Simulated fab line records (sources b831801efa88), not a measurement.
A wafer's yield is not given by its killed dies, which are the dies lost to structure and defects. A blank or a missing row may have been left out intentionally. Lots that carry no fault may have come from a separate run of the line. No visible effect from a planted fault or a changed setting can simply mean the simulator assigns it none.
Problem report in the 8D (eight disciplines) form, filled by code || flow gf180mcu || the parts of the form that need people (team, actions taken, sign-off) are left out

1. THE PROBLEM
MIM_ALCU_RS at GF_MIM_RS_MEAS_10 reads a mean of 0.1764 ohm/sq on 1 wafer of 1 lot; wafers without a fault read 0.1606 ohm/sq with a standard deviation of 0.0017. Relative to the usual mean, that is a shift of +9.3 standard deviations.
The step: measures by four-point-probe.
The first sign was on wafer L848.5 at day 32 01:43, on film_metro-01. The record holds 30 wafers of 10 lots with a number at this step. Rule for "out", or "out of limits": more than 4 standard deviations from the usual mean. Any other wafer with a number is counted as sound.

2. WHAT IT IS, AND WHAT IT ISN'T
{"question": "which readings at this step", "is": "MIM_ALCU_RS", "is not": "-"}
{"question": "which lots", "is": "L848", "is not": "L829, L830, L831, L833, L836, L837, L839, L845, L852"}
{"question": "which wafers of those lots", "is": "L848.5", "is not": "L848.2, L848.3"}
{"question": "read on which gauges", "is": "film_metro-01", "is not": "film_metro-02, film_metro-04"}
{"question": "when", "is": "from day 32 01:43", "is not": "up to then (26 sound wafers); but 3 sound wafers of L852 came after"}

3. WHAT RULES OUT EACH SUSPECT
Counting: a tool at a process step up to the reading stays a suspect if it ran every lot that is out. Sound lots after the first of them don't rule it out here, since some wafers of a struck lot are sound.
- the gauge at GF_MIM_RS_MEAS_10 has been ruled out. All the wafers that are out were read on film_metro-01, but those of them that GF_MIM_SPUTTER_08 has rows for are out there too, on other tools.
- pvd_sputter-04 at GF_MIM_SPUTTER_00 (material Ti, target thk 37.5 nm, time 150 s): kept. L848, the lot that is out, went through it at day 32 01:17; up to then, the latest sound lot through it was L845 at day 31 08:07.
- pvd_sputter-04 at GF_MIM_SPUTTER_01 (material TiN, target thk 30 nm, time 25 s): kept. L848, the lot that is out, went through it at day 32 01:23; up to then, the latest sound lot through it was L845 at day 31 08:13.
- pvd_sputter-04 at GF_MIM_SPUTTER_04 (material TiN, target thk 50 nm, time 41.7 s): kept. L848, the lot that is out, went through it at day 32 01:28; up to then, the latest sound lot through it was L845 at day 31 08:18.
- pvd_sputter-02 at GF_MIM_SPUTTER_08 (material AlCu, target thk 200 nm, time 10.6 s): kept. L848, the lot that is out, went through it at day 32 01:38; up to then, the latest sound lot through it was L830 at day 27 05:13. Out on those wafers are its own readings of chamber_pressure_pa.
Left after counting: pvd_sputter-04 at GF_MIM_SPUTTER_00, pvd_sputter-04 at GF_MIM_SPUTTER_01, pvd_sputter-04 at GF_MIM_SPUTTER_04, pvd_sputter-02 at GF_MIM_SPUTTER_08.

4. THE CAUSE (what the simulator had put in)
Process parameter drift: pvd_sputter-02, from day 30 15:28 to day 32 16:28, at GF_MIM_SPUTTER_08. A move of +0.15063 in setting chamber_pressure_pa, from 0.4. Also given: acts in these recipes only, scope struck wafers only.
Counting left 4 suspects, and this tool is among them.

5. THE CHAIN OF EFFECTS, in route order
Each row: a reading whose mean over the struck wafers that have a number lies more than 3 standard deviations from the usual. Only readings whose record carries a usual standard deviation are examined. hours: median over the lots of the time between each lot's start at the first step of this table that gives one and its start at this step. sigmas: the change, counted in usual standard deviations.
{"hours": 0, "step": "GF_MIM_SPUTTER_08", "reading": "chamber_pressure_pa", "usual": "0.4000 Pa", "on struck wafers": 0.5503, "change": "+0.1503", "sigmas": "+99 or more"}
{"hours": 0, "step": "GF_MIM_SPUTTER_08", "reading": "throttle_valve_pct", "usual": "29.8 %", "on struck wafers": 25.8, "change": -4.0, "sigmas": -3.3}
{"hours": 0, "step": "GF_MIM_RS_MEAS_10", "reading": "MIM_ALCU_RS", "usual": "0.1606 ohm/sq", "on struck wafers": 0.1764, "change": "+0.0158", "sigmas": "+9.3"}
{"hours": 0, "step": "GF_MIM_THK_MEAS_11", "reading": "MIM_ALCU_THK", "usual": "196.0 nm", "on struck wafers": 181.4, "change": -14.6, "sigmas": -6.3}
{"hours": 18, "step": "GF_MIM_METAL_ETCH_19", "reading": "oes_product_au", "usual": "0.941 a.u.", "on struck wafers": 0.912, "change": -0.029, "sigmas": -4.9}
{"hours": 18, "step": "GF_MIM_METAL_ETCH_19", "reading": "throttle_valve_pct", "usual": "28.285 %", "on struck wafers": 28.327, "change": "+0.042", "sigmas": "+4.4"}
Its process steps:
- GF_MIM_SPUTTER_08: material AlCu, target thk 200 nm, time 10.6 s.
- GF_MIM_METAL_ETCH_19: etches the open film in Cl2/BCl3, stops on Si3N4, target depth 324.5 nm, time 54.1 s.

6. WHAT WOULD HAVE CAUGHT IT SOONER
34 hours passed between the start of the fault at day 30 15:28 and the first reading out of limits at a measuring or inspecting step in this record, taken at day 32 01:43.
At GF_MIM_SPUTTER_08, the tool's own readings (chamber_pressure_pa) were out on each struck wafer the step has a row for, so an alarm limit on them would have fired on the first such wafer.
All the lots that are out (1) had begun GF_MIM_SPUTTER_08 on pvd_sputter-02 by day 32 01:43. Had the tool been put on hold then, not one of them would have been saved.
